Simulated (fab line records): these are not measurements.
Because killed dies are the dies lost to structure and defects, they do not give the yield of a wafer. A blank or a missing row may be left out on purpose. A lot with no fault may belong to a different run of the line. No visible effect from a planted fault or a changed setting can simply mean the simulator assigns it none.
Chamber matching / flow sfq-line / 3 sister chambers for SFQ_TRILAYER_L0_CAP_PECVD_011 on pecvd-02
The step deposits SiO2 from SiH4/N2O, time 13.333 s, target thk 60 nm. 3 wafers are shown with their chamber, then 7 later ones without.

EACH WAFER AND ITS CHAMBER
wafer=L280.5; chamber=0; throttle-valve-pct (%)=24.0
wafer=L281.1; chamber=2; throttle-valve-pct (%)=24.2
wafer=L281.3; chamber=1; throttle-valve-pct (%)=24.5

WAFERS WITHOUT THEIR CHAMBER
wafer=L281.4; throttle-valve-pct (%)=25.0
wafer=L282.3; throttle-valve-pct (%)=24.1
wafer=L282.4; throttle-valve-pct (%)=24.9
wafer=L282.5; throttle-valve-pct (%)=24.1
wafer=L290.1; throttle-valve-pct (%)=25.2
wafer=L290.2; throttle-valve-pct (%)=24.4
wafer=L290.5; throttle-valve-pct (%)=24.2

WHICH CHAMBER EACH WENT THROUGH
wafer=L281.4; from the rows above=can't be placed: 1 or 2 or 0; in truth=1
wafer=L282.3; from the rows above=can't be placed: 2 or 0 or 1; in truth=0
wafer=L282.4; from the rows above=can't be placed: 1 or 2 or 0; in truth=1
wafer=L282.5; from the rows above=can't be placed: 2 or 0 or 1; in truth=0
wafer=L290.1; from the rows above=can't be placed: 1 or 2 or 0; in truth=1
wafer=L290.2; from the rows above=can't be placed: 1 or 2 or 0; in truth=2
wafer=L290.5; from the rows above=can't be placed: 2 or 0 or 1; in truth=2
Correctly placed: 0 of 7. These rows do not allow placing 7 (true chamber among the candidates in 7). Number placed wrongly: 0.
How it was worked out, from the rows above alone: a wafer's distance from a chamber is the root of the sum, over the readings, of the square of ((its reading less the chamber's mean) divided by the reading's scatter). The wafer belongs to the nearest chamber; if the next one is less than 2 further off, it can't be placed. For every chamber, the mean is computed from those of its wafers that are shown. The scatter: with one shown wafer a chamber, the root of the mean of the squares of how far each hidden wafer lies from its nearest shown one.
